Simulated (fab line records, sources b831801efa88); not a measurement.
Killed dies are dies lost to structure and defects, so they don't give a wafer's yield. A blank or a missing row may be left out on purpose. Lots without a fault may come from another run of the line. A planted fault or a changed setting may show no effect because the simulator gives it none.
fab line records | flow sky130
record lots=6 wafers=16 last_day=50
route steps=708 shown LDD_HVN@274 LDD_HVP@278 LDD_LDN@289 PAD_OPEN@708
lots that met no fault: from a run of the same line without faults
start_h: hours from the record's first day to the start of the lot's first wafer shown | wait_h: hours since the lot's step before | " the same as in the row above | L1.1+2: a row that stands for several wafers | - no value, or no start given | * or withheld: withheld | < > ~ a bound
route shown NAME@n: a module of which the file shows steps, and the number in the route of the first | usual: mean/standard deviation of fault-free wafers | same: alike in all rows | chamber/n: place in a boat | sites: the reading at each site | _std_site: their standard deviation | _edge_site: outer sites' mean less inner sites' | radius_mm: how far each site lies from the wafer's centre | mask NAME#n: copy n | behind: the tool/chamber that last shaped the wafer | hold: why the lot was held/for how many hours/how that ended | device: the transistor (n, p or np) that didn't switch | end of line: the same wafers' tests at the end of the route | a step without rows: its recipe alone | killed: dies lost to structure and defects at the first sort, not the wafer's yield | map: a wafer's dies, x killed, . not, _ none there
set.NAME: the setting as run; set.NAME@STEP: as run at that earlier step | model.NAME: the simulator's own value behind a step, which no gauge read
lots at some steps of the route; a table a step, a row a wafer
services: from which hour (start_h, from the record's first day; less than 0 if before it) a tool's chamber was out of use, for how many hours, and why
## steps
# step SKY_LDD_HVN_OVL_MEAS_07
# usual LDD_HVN_OVL=1.4/1.4
# columns lot.wafer tool chamber start_h wait_h LDD_HVN_OVL[nm]
L840.2 overlay-01 - 537.07 0.1 0.9
L840.4 " - " " 1.1
L842.4 overlay-01 - 556.08 0.1 1.4
L842.6 " - " " 4.3
L850.1 overlay-01 - 620.10 0.1 0.9
L850.2 " - " " 3.5
L850.4 " - " " 0.9
L852.2 overlay-02 - 636.71 0.1 0.6
L852.4 " - " " 1.0
L852.5 " - " " 4.2
L854.1 overlay-02 - 656.46 0.1 4.3
L854.2 " - " " 1.5
L854.4 " - " " 4.2
L855.2 overlay-01 - 665.46 0.1 2.1
L855.4 " - " " 2.3
L855.6 " - " " 2.9
# step SKY_LDD_HVN_IMPLANT_08
# recipe species=P energy_kev=60 dose_cm2=3e+13 tilt_deg=40
# step SKY_LDD_HVN_STRIP_09
# recipe chemistry=O2/N2 power_w=1400 pressure_mtorr=1500 platen_temp_c=withheld o2_flow_sccm=3000 n2_flow_sccm=300 overash_fraction=0.5
# usual drypump_motor_current_A=5.5/0.46 oes_product_au=0.408/0.0046 strip_time_to_endpoint_s=4.136/0.015
# columns lot.wafer tool chamber start_h wait_h drypump_motor_current_A oes_product_au rf_hours_counter_h strip_time_to_endpoint_s
L840.2 plasma_asher-01 1 537.25 0.1 6.1 0.412 10 4.136
L840.4 " 1 " " 6.0 0.407 - 4.158
L842.4 plasma_asher-02 1 556.28 0.1 4.8 0.409 - 4.129
L842.6 " 0 " " 6.0 0.401 - 4.126
L850.1 plasma_asher-04 0 620.29 0.1 5.6 0.411 90 4.151
L850.2 " 1 " " 5.0 0.412 90 4.146
L850.4 " 1 " " 5.0 0.412 - 4.139
L852.2 plasma_asher-01 1 636.89 0.1 6.1 0.411 21 4.130
L852.4 " 1 " " 6.0 0.410 - 4.144
L852.5 " 0 " " 5.2 0.404 - 4.115
L854.1 plasma_asher-01 0 656.64 0.1 5.2 0.408 24 4.129
L854.2 " 1 " " 6.0 0.397 24 4.143
L854.4 " 1 " " 6.1 0.410 - 4.151
L855.2 plasma_asher-04 1 665.64 0.1 5.0 0.405 93 4.143
L855.4 " 1 " " 5.0 0.409 - 4.127
L855.6 " 1 " " 5.0 0.413 - 4.139
# step SKY_LDD_HVN_TW_MEAS_10
# usual LDD_HVN_TW=1436/12
# columns lot.wafer tool chamber start_h wait_h LDD_HVN_TW
L840.2 film_metro-03 - 537.36 0.1 1431
L840.4 " - " " 1423
L842.4 film_metro-03 - 556.38 0.1 1439
L842.6 " - " " 1441
L850.1 film_metro-02 - 620.39 0.1 1438
L850.2 " - " " 1436
L850.4 " - " " 1448
L852.2 film_metro-03 - 637.00 0.1 1436
L852.4 " - " " 1432
L852.5 " - " " 1433
L854.1 film_metro-02 - 656.74 0.1 1440
L854.2 " - " " 1444
L854.4 " - " " 1437
L855.2 film_metro-02 - 665.75 0.1 1453
L855.4 " - " " 1448
L855.6 " - " " 1447
# step SKY_LDD_HVP_DEHYDRATE_00
# recipe temp_c=200 time_s=60
# step SKY_LDD_HVP_HMDS_01
# recipe prime_time_s=60 prime_temp_c=120
# step SKY_LDD_HVP_COAT_02
# recipe resist=NOVOLAK spin_rpm=3000 resist_thk_nm=300
# step SKY_LDD_HVP_SOFTBAKE_03
# recipe temp_c=90 time_s=60 resist=NOVOLAK
# step SKY_LDD_HVP_EXPOSE_04
# recipe mask_id=HVPTM na=0.6 source_shape=conventional sigma_outer=0.6 polarization=unpolarized target_cd_nm=700 dose_mj=86
# step SKY_LDD_HVP_PEB_05
# recipe temp_c=withheld time_s=* resist=NOVOLAK
# step SKY_LDD_HVP_DEVELOP_06
# recipe resist=NOVOLAK developer=TMAH develop_time_s=60 dev_temp_c=23
# step SKY_LDD_HVP_OVL_MEAS_07
# usual LDD_HVP_OVL=-0.8/1.3
# columns lot.wafer tool chamber start_h wait_h LDD_HVP_OVL[nm]
L840.2 overlay-01 - 567.04 0.1 -3.0
L840.4 " - " " -1.6
L842.4 overlay-01 - 586.13 0.1 -0.5
L842.6 " - " " -1.9
L850.1 overlay-01 - 649.19 0.1 -0.4
L850.2 " - " " -2.3
L850.4 " - " " -1.8
L852.2 overlay-02 - 665.22 0.1 -0.2
L852.4 " - " " 0.2
L852.5 " - " " 0.1
L854.1 overlay-01 - 684.59 0.1 -2.1
L854.2 " - " " -1.3
L854.4 " - " " -2.6
L855.2 overlay-01 - 693.41 0.1 -1.7
L855.4 " - " " -1.3
L855.6 " - " " -0.1
# step SKY_LDD_HVP_IMPLANT_08
# recipe species=B energy_kev=20 dose_cm2=1.7e+13 tilt_deg=17.9
# usual beam_on_s=9.99/0.21 faraday_current_uA=96.0/2
# columns lot.wafer tool chamber start_h wait_h beam_on_s faraday_current_uA
L840.2 implanter-01 0 567.10 0.0 11.80 80.9
L840.4 " 0 " " 11.35 84.4
L842.4 implanter-01 0 586.22 0.1 11.68 82.5
L842.6 " 0 " " 10.17 94.1
L850.1 implanter-03 0 649.22 0.0 9.76 98.1
L850.2 " 0 " " 9.94 96.1
L850.4 " 0 " " 9.85 97.4
L852.2 implanter-03 0 665.27 0.0 10.01 95.7
L852.4 " 0 " " 9.83 97.4
L852.5 " 0 " " 10.43 92.2
L854.1 implanter-02 0 684.62 0.0 9.93 96.5
L854.2 " 0 " " 9.83 98.0
L854.4 " 0 " " 10.15 94.5
L855.2 implanter-01 0 693.47 0.0 9.75 98.1
L855.4 " 0 " " 9.82 97.2
L855.6 " 0 " " 10.04 95.5
# step SKY_LDD_HVP_STRIP_09
# recipe chemistry=O2/N2 power_w=1400 pressure_mtorr=1500 platen_temp_c=withheld o2_flow_sccm=3000 n2_flow_sccm=300 overash_fraction=0.5
# usual drypump_motor_current_A=5.5/0.51 oes_product_au=0.408/0.0045 strip_time_to_endpoint_s=4.132/0.016
# columns lot.wafer tool chamber start_h wait_h drypump_motor_current_A oes_product_au rf_hours_counter_h strip_time_to_endpoint_s
L840.2 plasma_asher-04 1 567.22 0.1 5.0 0.405 85 4.152
L840.4 " 1 " " 5.0 0.411 - 4.139
L842.4 plasma_asher-02 0 586.33 0.1 6.1 0.411 - 4.127
L842.6 " 1 " " 4.8 0.410 - 4.138
L850.1 plasma_asher-03 1 649.37 0.1 5.4 0.408 51 4.147
L850.2 " 0 " " 6.1 0.410 51 4.161
L850.4 " 1 " " 5.3 0.410 - 4.142
L852.2 plasma_asher-03 0 665.40 0.1 6.1 0.407 53 4.117
L852.4 " 1 " " 5.4 0.395 - 4.121
L852.5 " 1 " " 5.3 0.414 - 4.121
L854.1 plasma_asher-04 1 684.77 0.1 5.0 0.410 96 4.129
L854.2 " 0 " " 5.6 0.413 96 4.138
L854.4 " 1 " " 5.0 0.413 - 4.137
L855.2 plasma_asher-03 1 693.59 0.1 5.3 0.412 55 4.146
L855.4 " 1 " " 5.4 0.405 - 4.139
L855.6 " 1 " " 5.4 0.401 - 4.131
# step SKY_LDD_HVP_TW_MEAS_10
# usual LDD_HVP_TW=456/3.2
# columns lot.wafer tool chamber start_h wait_h LDD_HVP_TW
L840.2 film_metro-01 - 567.33 0.1 480
L840.4 " - " " 478
L842.4 film_metro-02 - 586.43 0.1 483
L842.6 " - " " 464
L850.1 film_metro-01 - 649.47 0.1 455
L850.2 " - " " 452
L850.4 " - " " 454
L852.2 film_metro-03 - 665.51 0.1 453
L852.4 " - " " 453
L852.5 " - " " 455
L854.1 film_metro-01 - 684.87 0.1 453
L854.2 " - " " 454
L854.4 " - " " 452
L855.2 film_metro-03 - 693.70 0.1 454
L855.4 " - " " 457
L855.6 " - " " 455
# step SKY_LDD_LDN_DEHYDRATE_00
# recipe temp_c=200 time_s=60
# step SKY_PAD_OPEN_PROBE_99
# usual killed_at_M0_to_M3=42/7.7 killed_at_M4_up=3.1/1.9 killed_at_contacts=24/4.9 killed_at_front_end=15/4.6 killed_at_other=0.3/0.51 killed_dies=85/9.9 killed_open=47/7.1 killed_short=38/6.7
# same gross_dies=492 killed_at_back_side=0
# columns lot.wafer tool chamber start_h wait_h killed_at_M0_to_M3 killed_at_M4_up killed_at_contacts killed_at_front_end killed_at_other killed_dies killed_open killed_short model.etest.tip_p_5v.rs_ohm_sq
L840.2 prober-01 - 1126.43 0.1 45 2 17 17 0 81 42 39 2548
L840.4 prober-01 - 1126.53 0.2 44 2 16 17 1 80 40 40 2538
L842.4 prober-01 - 1137.08 0.2 47 1 26 15 0 89 47 42 2536
L842.6 prober-01 - 1137.18 0.2 43 5 27 13 0 88 41 47 2850
L850.1 prober-01 - 1175.06 0.1 52 2 18 14 0 86 51 35 2823
L850.2 prober-01 - 1175.11 0.1 42 4 26 23 1 96 51 44 2835
L850.4 prober-01 - 1175.21 0.2 36 3 18 10 0 67 39 28 2839
L852.2 prober-01 - 1185.86 0.1 29 5 23 9 1 67 40 27 2855
L852.4 prober-01 - 1185.96 0.2 30 2 25 14 0 71 32 39 2865
L852.5 prober-01 - 1186.01 0.2 37 3 22 21 0 83 42 38 2850
L854.1 prober-01 - 1197.47 0.1 51 7 22 9 1 90 44 45 2868
L854.2 prober-01 - 1197.52 0.1 47 6 27 19 1 100 46 54 2841
L854.4 prober-01 - 1197.62 0.2 40 5 26 13 0 84 43 41 2860
L855.2 prober-02 - 1199.20 0.1 56 1 26 15 0 98 51 47 2850
L855.4 prober-02 - 1199.30 0.2 42 2 29 20 1 94 52 42 2858
L855.6 prober-02 - 1199.40 0.2 42 3 25 9 0 79 31 48 2849
# killed by level:class
L840.2 VIA1:geometric_particle:open=11 VIA2:geometric_particle:open=9 SPACER:geometric_particle:open=5 CONTACT:geometric_particle:open=5 METAL1:geometric_particle:short=5 VIA3:geometric_particle:short=5 VIA3:geometric_particle:open=5 LI_CONTACT:geometric_particle:short=4
L840.4 LI_CONTACT:geometric_particle:open=8 VIA1:geometric_particle:open=7 METAL2:geometric_particle:short=7 VIA2:geometric_particle:open=6 VIA3:geometric_particle:open=6 FIELD_ISO:geometric_particle:short=4 VIA1:geometric_particle:short=4 METAL1:geometric_particle:short=4
L842.4 VIA1:geometric_particle:open=9 VIA2:geometric_particle:open=9 CONTACT:geometric_particle:short=7 CONTACT:geometric_particle:open=7 VIA2:geometric_particle:short=6 POLY_GATE:geometric_particle:open=5 METAL1:geometric_particle:short=5 VIA3:geometric_particle:open=5
L842.6 LI_CONTACT:geometric_particle:open=11 VIA1:geometric_particle:open=10 VIA1:geometric_particle:short=8 CONTACT:geometric_particle:short=6 METAL1:geometric_particle:short=6 LOCAL_INTERCONNECT:geometric_particle:short=5 METAL4:geometric_particle:short=5 POLY_GATE:geometric_particle:open=4
L850.1 VIA1:geometric_particle:open=14 VIA3:geometric_particle:open=7 LI_CONTACT:geometric_particle:open=7 VIA1:geometric_particle:short=6 CONTACT:geometric_particle:open=6 METAL2:geometric_particle:short=6 VIA2:geometric_particle:open=6 FIELD_ISO:geometric_particle:open=5
L850.2 CONTACT:geometric_particle:open=10 METAL2:geometric_particle:short=10 VIA3:geometric_particle:open=10 LI_CONTACT:geometric_particle:open=8 FIELD_ISO:geometric_particle:open=7 FIELD_ISO:geometric_particle:short=7 METAL1:geometric_particle:short=6 POLY_GATE:geometric_particle:open=4
L850.4 CONTACT:geometric_particle:open=11 VIA1:geometric_particle:open=10 VIA3:geometric_particle:open=6 METAL2:geometric_particle:short=5 METAL1:geometric_particle:short=4 FIELD_ISO:geometric_particle:short=3 POLY_GATE:geometric_particle:open=3 METAL4:geometric_particle:short=3
L852.2 CONTACT:geometric_particle:open=11 VIA2:geometric_particle:open=6 VIA3:geometric_particle:open=6 LI_CONTACT:geometric_particle:open=5 VIA1:geometric_particle:open=5 POLY_GATE:geometric_particle:open=4 LOCAL_INTERCONNECT:geometric_particle:short=3 METAL1:geometric_particle:short=3
L852.4 CONTACT:geometric_particle:short=10 VIA1:geometric_particle:open=8 CONTACT:geometric_particle:open=6 VIA1:geometric_particle:short=5 LI_CONTACT:geometric_particle:short=4 METAL2:geometric_particle:short=4 VIA2:geometric_particle:open=4 POLY_GATE:geometric_particle:short=3
L852.5 CONTACT:geometric_particle:open=8 METAL2:geometric_particle:short=7 LI_CONTACT:geometric_particle:open=6 VIA1:geometric_particle:open=6 METAL1:geometric_particle:short=5 FIELD_ISO:geometric_particle:open=4 VIA2:geometric_particle:open=4 LOCAL_INTERCONNECT:geometric_particle:short=4
L854.1 VIA1:geometric_particle:open=10 METAL2:geometric_particle:short=8 VIA3:geometric_particle:open=8 CONTACT:geometric_particle:open=6 LI_CONTACT:geometric_particle:short=5 LI_CONTACT:geometric_particle:open=5 METAL1:geometric_particle:short=5 VIA2:geometric_particle:open=5
L854.2 VIA1:geometric_particle:open=10 LI_CONTACT:geometric_particle:open=9 METAL2:geometric_particle:short=8 VIA2:geometric_particle:open=7 LOCAL_INTERCONNECT:geometric_particle:short=6 VIA3:geometric_particle:short=6 METAL1:geometric_particle:short=5 METAL4:geometric_particle:short=5
L854.4 CONTACT:geometric_particle:open=9 VIA1:geometric_particle:open=8 LI_CONTACT:geometric_particle:open=7 CONTACT:geometric_particle:short=5 METAL1:geometric_particle:short=5 VIA3:geometric_particle:open=5 VIA2:geometric_particle:open=5 VIA1:geometric_particle:short=4
L855.2 VIA1:geometric_particle:open=13 VIA3:geometric_particle:open=9 LOCAL_INTERCONNECT:geometric_particle:short=8 VIA2:geometric_particle:open=7 LI_CONTACT:geometric_particle:open=7 METAL3:geometric_particle:short=6 METAL2:geometric_particle:short=6 FIELD_ISO:geometric_particle:short=5
L855.4 VIA1:geometric_particle:open=13 CONTACT:geometric_particle:open=10 LI_CONTACT:geometric_particle:open=8 FIELD_ISO:geometric_particle:short=7 VIA1:geometric_particle:short=6 FIELD_ISO:geometric_particle:open=4 POLY_GATE:geometric_particle:open=4 METAL1:geometric_particle:short=4
L855.6 CONTACT:geometric_particle:open=10 VIA3:geometric_particle:open=8 METAL1:geometric_particle:short=7 VIA1:geometric_particle:open=7 VIA1:geometric_particle:short=6 VIA2:geometric_particle:short=5 LI_CONTACT:geometric_particle:short=5 LOCAL_INTERCONNECT:geometric_particle:short=5
## services
# columns tool chamber start_h hours kind
plasma_asher-03 - 533.04 2.8 pm
implanter-01 - 554.83 2.3 repair
plasma_asher-04 - 568.68 2.8 pm
plasma_asher-03 - 602.21 28.1 pm
implanter-01 - 629.91 3.9 pm
plasma_asher-04 - 642.87 14.6 pm
implanter-01 - 662.44 14.8 repair
implanter-02 - 664.00 3.5 repair
implanter-03 - 672.88 3.9 pm
implanter-01 - 684.37 3.9 repair
## key
first_sign step=SKY_LDD_HVP_IMPLANT_08 reading=beam_on_s direction=up sigmas=7.6 usual=9.99 struck=11.61
effect step=SKY_LDD_HVP_IMPLANT_08 reading=faraday_current_uA direction=down sigmas=6.7 usual=96.0 struck=82.6
effect step=SKY_LDD_HVP_TW_MEAS_10 reading=LDD_HVP_TW direction=up sigmas=7.4 usual=456 struck=480
model_effect step=SKY_PAD_OPEN_PROBE_99 value=etest.tip_p_5v.rs_ohm_sq without=2858 struck=2541
met_at SKY_LDD_HVP_IMPLANT_08
struck_wafers L840.2,L840.4,L842.4
tester_left_out L840,L842
fault kind=process_parameter_drift tool=implanter-01 chamber=- onset_h=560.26 steps=SKY_LDD_HVP_IMPLANT_08 channel=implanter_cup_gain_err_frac offset=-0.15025 shape=step end_h=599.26 scope=struck_wafers_only
# tester_left_out: of these lots the tester's yield and bins aren't shown, on N5 and GAA mostly nor the transistor test; their killed dies are dies lost to structure and defects alone, not to doping, threshold or leakage, so they don't give the yield
